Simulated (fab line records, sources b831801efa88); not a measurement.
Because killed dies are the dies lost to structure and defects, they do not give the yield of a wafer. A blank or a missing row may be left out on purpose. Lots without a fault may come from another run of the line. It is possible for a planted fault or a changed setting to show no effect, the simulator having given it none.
Which tool was responsible? | flow gf180mcu | 14 lots, 42 wafers sampled, at 3 steps of a route of 602

## WHAT THE GAUGES SHOWED, per wafer
GF_MVSD_OVL_MEAS_07. Usual: for MVSD_OVL the level is -0.2 nm and the standard deviation is 1.4.
lot  | measured    | on         | MVSD_OVL (nm)     | flag
L562 | day 4 08:09 | overlay-01 | -0.7 -2.3 -1.8    |
L563 | day 4 21:03 | overlay-02 | -0.3 -0.5 0.2     |
L564 | day 5 05:26 | overlay-01 | -2.9 -0.6 -1.0    |
L567 | day 5 17:58 | overlay-02 | -0.8 -1.0 0.5     |
L572 | day 6 22:40 | overlay-01 | -77.4 -78.8 -76.7 | OFF
L573 | day 7 04:43 | overlay-01 | -80.3 -82.2 -78.9 | OFF
L574 | day 7 10:16 | overlay-01 | -79.8 -81.2 -80.6 | OFF
L575 | day 7 14:44 | overlay-02 | 2.3 0.7 0.0       |
L577 | day 8 02:55 | overlay-02 | 0.9 0.0 -1.5      |
L578 | day 8 07:23 | overlay-02 | 2.4 0.6 1.3       |
L581 | day 9 02:19 | overlay-02 | -1.2 -0.3 -0.7    |
L582 | day 9 06:05 | overlay-02 | 0.3 -0.6 0.9      |
L584 | day 9 15:55 | overlay-01 | 0.5 -0.4 1.2      |
L585 | day 9 21:54 | overlay-02 | -0.4 -1.2 0.2     |

GF_V1_CD_MEAS_14: the cd target is 260 nm. Usual: cd_nm 260.2 nm, standard deviation 1.6.
lot  | measured     | on        | cd_nm (nm)        | flag
L562 | day 18 00:58 | cd_sem-01 | 258.7 260.1 260.0 |
L563 | day 19 03:59 | cd_sem-02 | 259.9 259.7 260.5 |
L564 | day 19 17:15 | cd_sem-02 | 260.6 259.8 260.5 |
L567 | day 20 11:32 | cd_sem-02 | 258.9 258.2 257.5 |
L572 | day 22 02:07 | cd_sem-01 | 262.3 262.2 263.1 |
L573 | day 22 11:49 | cd_sem-02 | 261.3 261.7 259.9 |
L574 | day 22 14:37 | cd_sem-02 | 258.3 258.6 257.8 |
L575 | day 22 22:39 | cd_sem-02 | 259.2 259.7 260.2 |
L577 | day 23 16:34 | cd_sem-01 | 261.7 262.2 262.2 |
L578 | day 23 22:34 | cd_sem-01 | 261.9 261.6 260.6 |
L581 | day 24 22:10 | cd_sem-01 | 258.8 259.2 259.6 |
L582 | day 25 09:27 | cd_sem-02 | 260.0 260.7 259.7 |
L584 | day 25 19:30 | cd_sem-02 | 259.1 258.6 258.9 |
L585 | day 26 00:56 | cd_sem-02 | 263.3 261.5 262.7 |

## WHAT TOOL EACH LOT RAN ON (gives the tool, then ch and the chambers of the sampled wafers, and finally the start)
lot  | GF_MVSD_EXPOSE_04
L562 | iline_stepper-01 ch 0, day 4 01:52
L563 | iline_stepper-02 ch 0, day 4 14:13
L564 | iline_stepper-01 ch 0, day 4 22:10
L567 | iline_stepper-01 ch 0, day 5 10:23
L572 | iline_stepper-01 ch 0, day 6 15:13
L573 | iline_stepper-01 ch 0, day 6 20:31
L574 | iline_stepper-01 ch 0, day 7 02:19
L575 | iline_stepper-02 ch 0, day 7 07:05
L577 | iline_stepper-02 ch 0, day 7 19:17
L578 | iline_stepper-02 ch 0, day 7 23:31
L581 | iline_stepper-02 ch 0, day 8 18:38
L582 | iline_stepper-02 ch 0, day 8 22:40
L584 | iline_stepper-02 ch 0, day 9 08:02
L585 | iline_stepper-02 ch 0, day 9 13:38
- GF_MVSD_EXPOSE_04: exposes mask MVSD, target cd 1000 nm.

## WHAT THE TOOLS THEMSELVES READ (means of the sampled wafers that have a number; where no wafer has one, the mark that the record gives instead)
The record holds no such reading with a usual standard deviation.

## THE ANSWER, worked out from the rows above alone
Rule: take the mean of a lot's wafers that have a number; if it is more than 3 standard deviations from the usual mean, the lot is off. Also off: a lot with no number at a reading for which 4 or more lots have one. Where the step has rows for the other lots, those lots are counted as sound. After the gauges, taken in route order, come the tools' own readings; for these a lot's mean is taken, as printed above. At the first step where some lot is off, the reading lying furthest off is the one used; lots without a number count as furthest.
Off: L572, L573, L574, seen at GF_MVSD_OVL_MEAS_07 (MVSD_OVL).
A tool fits if, at a process step before that reading, it ran every lot that is off, and no sound lot after the first of them. Those tools and the gauges at GF_MVSD_OVL_MEAS_07 are tried in the same way. One candidate fits, namely iline_stepper-01 at GF_MVSD_EXPOSE_04. A fault onset in the window from L567 (day 5 10:23, its last sound lot) to L572 (day 6 15:13, its first lot off) fits.

## WHAT WAS PUT IN BY THE SIMULATOR
Scanner matching overlay: iline_stepper-01, from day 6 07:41 on, at GF_MVSD_EXPOSE_04. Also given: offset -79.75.
Lots struck among those shown: L572, L573, L574. This agrees with what the rule above found.
